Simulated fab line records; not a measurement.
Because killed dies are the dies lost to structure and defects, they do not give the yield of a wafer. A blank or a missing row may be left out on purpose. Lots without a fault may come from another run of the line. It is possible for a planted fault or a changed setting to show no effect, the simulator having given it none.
8D (eight disciplines) problem report, filled in by code    flow gf180mcu    the parts of the form that need people (team, actions taken, sign-off) are left out

== 1. THE PROBLEM ==
Mean of runLengthS at GF_STI_ETCH_14: 136.4 s across 5 wafers in 3 lots; on wafers with no fault it is 131.4 s (standard deviation 0.5). That is +10 standard deviations from the usual mean.
The step: etches Si in HBr/Cl2/O2, target depth 360 nm, time 102.9 s.
Earliest sighting: wafer L912.5 on rieSi-02 at day 5 18:00. The record has a number at this step for 38 wafers belonging to 13 lots. The rule behind "out" and "out of limits": a value lying over 4 standard deviations away from the usual mean. The rest of the wafers with a number are treated as sound.

== 2. WHAT IT IS; WHAT IT IS NOT ==
question                     is                                      is not
which readings at this step  runLengthS                              drypumpMotorCurrentA, oesProductAu, throttleValvePct
which lots                   L912, L914, L915                        L895, L896, L897, L898, L899, L900, L901, L902, L903, L904
which wafers of those lots   L912.5, L914.1, L914.5, L915.1, L915.5  L912.2, L912.3, L915.6
read on which tools          rieSi-02                                rieSi-01
when                         from day 5 18:00                        up to then (32 sound wafers); but 1 sound wafer of L915 came after

== 3. THE SUSPECTS, EACH WITH WHAT RULES IT OUT ==
Counting: a tool at a process step up to the reading stays a suspect if it ran every lot that is out. Sound lots after the first of them don't rule it out here, since some wafers of a struck lot are sound.
- rieSi-02 at GF_STI_ETCH_14 (etches Si in HBr/Cl2/O2, target depth 360 nm, time 102.9 s): kept. It ran every lot that is out, first L912 (day 5 18:00); its last sound lot up to then is L904 (day 3 23:25). Its own readings are out on those wafers: runLengthS.
Left after counting: rieSi-02 at GF_STI_ETCH_14.

== 4. THE CAUSE (what the simulator had put in) ==
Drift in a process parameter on rieSi-02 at GF_STI_ETCH_14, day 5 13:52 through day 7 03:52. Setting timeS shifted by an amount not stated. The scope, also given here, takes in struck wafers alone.
This tool alone remained once counting was done.

== 5. THE CHAIN OF EFFECTS, in route order ==
Each row: a reading where the mean over the struck wafers with a number is more than 3 standard deviations away from the usual. Scope: only readings with a usual standard deviation given in the record; hours: median across lots of the time from each lot's start at the first step in this table that gives one to its start at this step; sigmas: change in usual standard deviations.
hours  step            reading     usual    on struck wafers  change  sigmas
0      GF_STI_ETCH_14  runLengthS  131.4 s  136.4             +5.0    +10
Process steps it contains:
- GF_STI_ETCH_14: etches Si in HBr/Cl2/O2, target depth 360 nm, time 102.9 s.
At these later measuring or inspecting steps, every struck wafer for which the step has a row has a number for every such reading, and none has moved that far: GF_VT_IMPLANT_RS_MEAS_46.

== 6. WHAT WOULD HAVE CAUGHT IT SOONER ==
4 hours passed between the start of the fault at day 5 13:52 and the first reading out of limits in this record, taken at day 5 18:00.
